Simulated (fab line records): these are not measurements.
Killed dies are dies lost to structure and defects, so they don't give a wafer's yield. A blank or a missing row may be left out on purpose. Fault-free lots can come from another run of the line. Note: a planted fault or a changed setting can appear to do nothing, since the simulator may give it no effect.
2 desks looking at one fault	flow gf180mcu	each desk holds nothing but its own numbers, with what lay behind them at the end

## AT THE METROLOGY DESK
What the gauges read, lot by lot, whatever tool the lot ran on: means of the sampled wafers that have a number. The brackets show how far a lot's mean lies from the usual mean; more than 4 standard deviations puts the lot out of limits, marked OUT.
Columns: A = STI_OXIDATION_01_THK at GF_STI_THK_MEAS_22, usual 14.99 nm; B = DUAL_GATE_OXIDATION_00_THK at GF_DUAL_GATE_THK_MEAS_03, usual 10.98 nm; C = cd-nm at GF_POLY_GATE_CD_MEAS_18, usual 279.9 nm
lot	first seen here	A	B	C
L458	day 2 05:29	14.78	10.79	279.2
L459	day 2 09:09	14.98	10.99	278.8
L460	day 2 14:25	14.93	10.81	282.0
L461	day 2 18:39	14.86	10.92	280.4
L462	day 3 02:19	14.76	11.15	280.8
L463	day 3 08:00	14.72	10.63	279.5
L464	day 3 12:35	14.99	11.24	279.5
L465	day 3 18:34	15.00	10.89	277.8
L466	day 3 22:59	14.64	10.83	279.9
L468	day 4 09:33	15.00	10.91	279.5
L474	day 5 14:10	15.10	10.11 (-4.1) OUT	277.9
L476	day 6 00:18	14.54	10.42	277.8
This desk finds L474 out of limits, with the earliest case on L474 at day 12 05:31 (DUAL_GATE_OXIDATION_00_THK at GF_DUAL_GATE_THK_MEAS_03). In limits: L458, L459, L460, L461, L462, L463, L464, L465, L466, L468, L476.

## TOOL OWNER'S DESK, furnace-02
The tool's own readings at GF_DUAL_GATE_OXIDATION_02 (stabilise 600 s, purge 300 s, target thk 10.887 nm): means of the sampled wafers that have a number, for each lot that ran on this tool. The brackets show how far a lot's mean lies from the usual mean; more than 4 standard deviations puts the lot out of limits, marked OUT.
Columns: A = zone-power-bottom-pct at GF_DUAL_GATE_OXIDATION_02, usual 26.1 %
lot	first seen here	A
L459	day 8 00:53	25.1
L460	day 8 05:59	25.2
L462	day 8 22:53	25.1
L463	day 9 11:04	25.1
L464	day 9 14:52	24.8
L474	day 12 04:04	24.9
L476	day 12 19:06	25.4
This desk's finding: nothing out of limits on any of the 7 lots.

## ALL TOGETHER
On L474, the metrology desk was in a position to raise an alarm at day 12 05:31.
The tool owner's desk saw nothing out of limits.
The tool owner's desk has L474 on record, within its limits.
Of the lots named, all ran GF_DUAL_GATE_OXIDATION_02 on furnace-02.

## WHAT HAD BEEN PUT IN BY THE SIMULATOR
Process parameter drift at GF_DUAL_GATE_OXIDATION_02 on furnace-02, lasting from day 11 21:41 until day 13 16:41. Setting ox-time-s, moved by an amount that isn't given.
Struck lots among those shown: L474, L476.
Per desk, hours elapsed from the start of the fault to the first reading out of limits: for the metrology desk, 8.
